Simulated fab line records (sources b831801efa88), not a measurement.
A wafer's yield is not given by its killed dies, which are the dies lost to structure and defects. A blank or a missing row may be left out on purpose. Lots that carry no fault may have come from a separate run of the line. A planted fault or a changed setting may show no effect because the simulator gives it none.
Matching of chambers + flow sky130 + 4 sister chambers for SKY_LI_CONTACT_CMP_02 on cmp-02
The step polishes PSG. 18 wafers are shown with their chamber, then 9 later ones without.

== EACH WAFER AND ITS CHAMBER ==
| wafer  | chamber | motor current A (A) | time to endpoint s (s) |
|--------|---------|---------------------|------------------------|
| L849.3 | 0       | 10.7                | 33.4                   |
| L849.4 | 1       | 14.2                | 30.9                   |
| L849.6 | 1       | 13.7                | 34.5                   |
| L852.2 | 3       | 11.9                | 28.6                   |
| L852.4 | 2       | 10.7                | 31.1                   |
| L852.5 | 0       | 10.9                | 33.2                   |
| L854.2 | 0       | 10.6                | 31.5                   |
| L854.3 | 1       | 14.1                | 25.9                   |
| L854.5 | 1       | 13.7                | 28.6                   |
| L859.1 | 0       | 10.3                | 33.2                   |
| L859.4 | 3       | 11.8                | 29.2                   |
| L859.6 | 1       | 13.8                | 31.0                   |
| L860.1 | 2       | 10.8                | 30.8                   |
| L860.4 | 1       | 13.1                | 30.3                   |
| L860.5 | 2       | 11.2                | 31.0                   |
| L861.1 | 1       | 14.2                | 33.7                   |
| L861.3 | 3       | 11.5                | 32.9                   |
| L861.4 | 0       | 10.6                | 32.6                   |

SIGNATURES (averages over the wafers above)
| reading            | chamber 0 | chamber 1 | chamber 2 | chamber 3 | scatter within a chamber |
|--------------------|-----------|-----------|-----------|-----------|--------------------------|
| motor current A    | 10.620    | 13.829    | 10.900    | 11.733    | 0.308                    |
| time to endpoint s | 32.780    | 30.700    | 30.967    | 30.233    | 2.15                     |
Rule: a wafer lies at a distance from a chamber equal to the root of the sum of squares, over the readings, of (its reading less the chamber's mean, divided by the reading's scatter). If the next closest chamber is less than 2 further off than the closest, the wafer can't be placed; otherwise it belongs to the closest. The scatter is the square root of a quotient: the sum, over the shown wafers, of each reading's squared deviation from its chamber's mean, divided by wafers minus chambers.

== WAFERS WITHOUT THEIR CHAMBER ==
| wafer  | motor current A (A) | time to endpoint s (s) |
|--------|---------------------|------------------------|
| L870.1 | 13.3                | 28.9                   |
| L870.3 | 10.4                | 33.4                   |
| L870.4 | 11.3                | 29.4                   |
| L871.2 | 11.6                | 27.4                   |
| L871.3 | 13.6                | 29.4                   |
| L871.5 | 13.7                | 28.3                   |
| L872.1 | 11.7                | 28.4                   |
| L872.5 | 11.1                | 32.1                   |
| L872.6 | 10.4                | 32.3                   |

== EACH ONE'S CHAMBER ==
| wafer  | from the rows above          | in truth |
|--------|------------------------------|----------|
| L870.1 | 1                            | 1        |
| L870.3 | can't be placed: 0 or 2      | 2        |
| L870.4 | can't be placed: 3 or 2 or 0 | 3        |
| L871.2 | can't be placed: 3 or 2      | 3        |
| L871.3 | 1                            | 1        |
| L871.5 | 1                            | 1        |
| L872.1 | can't be placed: 3 or 2      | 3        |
| L872.5 | can't be placed: 2 or 0 or 3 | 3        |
| L872.6 | can't be placed: 0 or 2      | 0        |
Correctly placed: 3 of 9. Not placeable from these rows: 6 (in 6, the candidates include the true chamber). Wrongly placed: 0.
